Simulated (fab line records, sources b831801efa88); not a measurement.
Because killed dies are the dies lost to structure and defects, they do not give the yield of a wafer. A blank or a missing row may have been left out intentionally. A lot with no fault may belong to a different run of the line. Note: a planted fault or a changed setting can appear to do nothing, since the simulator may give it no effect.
Problem report, 8D (eight disciplines) form, completed by code	flow sky130	the parts of the form that need people (team, actions taken, sign-off) are left out

1. THE ISSUE
Wafers free of any fault read 14.17 ohm/sq (standard deviation 0.19) for LOCAL_INTERCONNECT_TIN_RS at SKY_LOCAL_INTERCONNECT_RS_MEAS_01, against a mean of 10.97 ohm/sq on 2 wafers of 2 lots. Relative to the usual mean, that is a shift of -17 standard deviations.
The step: measures by four-point-probe.
First observed at day 34 00:38: wafer L685.1, on film metro-04. At this step, 29 wafers from 10 lots have a number in the record. Rule for "out" (also "out of limits"): further than 4 standard deviations from the usual mean. The rest of the wafers with a number are treated as sound.

2. WHAT THIS IS AND IS NOT
question	is	is not
which readings at this step	LOCAL_INTERCONNECT_TIN_RS	-
which lots	L685, L686	L675, L677, L678, L680, L689, L692, L693, L695
which wafers of those lots	L685.1, L686.1	L685.2, L685.4, L686.2
read on which gauges	film metro-02, film metro-04	film metro-03
when	from day 34 00:38	up to then (14 sound wafers); but 13 sound wafers of L686, L689, L692, L693, L695 came after

3. SUSPECTS, AND WHAT RULES EACH OUT
Counting: any tool at a process step up to the reading remains a suspect provided it ran every lot that is out. Sound lots after the first of them don't rule it out here, since some wafers of a struck lot are sound.
- ruled out: the gauge at SKY_LOCAL_INTERCONNECT_RS_MEAS_01. Those wafers that are out were read across 2 gauges (film metro-02, film metro-04).
- plasma asher-02 at SKY_LDD_HVP_STRIP_09 (strips in O2/N2): kept. It ran every lot that is out, first L685 (day 26 16:37); its last sound lot up to then is L678 (day 24 03:30).
- pvd sputter-03 at SKY_LOCAL_INTERCONNECT_SPUTTER_00 (material TiN, target thk 100 nm, time 83.3 s): kept. It ran every lot that is out, first L685 (day 34 00:34); its last sound lot up to then is L675 (day 31 06:28).
Remaining after the count are plasma asher-02 at SKY_LDD_HVP_STRIP_09 and pvd sputter-03 at SKY_LOCAL_INTERCONNECT_SPUTTER_00.

4. THE CAUSE (what the simulator had put in)
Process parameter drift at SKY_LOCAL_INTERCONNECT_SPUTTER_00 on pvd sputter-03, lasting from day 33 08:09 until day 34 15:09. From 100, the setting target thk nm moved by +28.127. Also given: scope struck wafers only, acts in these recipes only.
Counting left 2 suspects, and this tool is among them.

5. SEQUENCE OF EFFECTS, ordered by route
One row per reading whose mean, taken over the struck wafers that have a number, lies over 3 standard deviations from the usual. Readings are gone through only where the record gives a usual standard deviation; hours: the median, over the lots, of the time from a lot's start at the first step in this table giving one to that lot's start at this step; sigmas: the change measured in usual standard deviations.
hours	step	reading	usual	on struck wafers	change	sigmas
0	SKY_LOCAL_INTERCONNECT_RS_MEAS_01	LOCAL_INTERCONNECT_TIN_RS	14.17 ohm/sq	10.97	-3.20	-17
0	SKY_LOCAL_INTERCONNECT_THK_MEAS_02	LOCAL_INTERCONNECT_TIN_THK	97.9 nm	125.3	+27.4	+21
27	SKY_LOCAL_INTERCONNECT_METAL_ETCH_14	oes product au	0.940 a.u.	0.982	+0.042	+5.2
374	SKY_PAD_OPEN_PROBE_99	killed at contacts	24	420	+396	+76
374	SKY_PAD_OPEN_PROBE_99	killed dies	85	492	+407	+45
374	SKY_PAD_OPEN_PROBE_99	killed on rim	17	96	+79	+21
Its process steps:
- SKY_LOCAL_INTERCONNECT_METAL_ETCH_14: etches TiN in Cl2/BCl3, stops on PSG, target depth 110 nm, time 31.4 s.
- SKY_PAD_OPEN_PROBE_99

6. WHAT WOULD HAVE CAUGHT IT SOONER
In this record the first reading out of limits at a measuring or inspecting step was taken at day 34 00:38, 16 hours after the fault began at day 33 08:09.
Tool readings at SKY_LOCAL_INTERCONNECT_SPUTTER_00 with a usual standard deviation given in the record: none out on any struck wafer, hence no alarm at a limit of 4 standard deviations on them.
Among the 2 lots that are out, L686 began SKY_LOCAL_INTERCONNECT_SPUTTER_00 on pvd sputter-03 after day 34 00:38. It would have been spared by a hold on the tool at that moment.
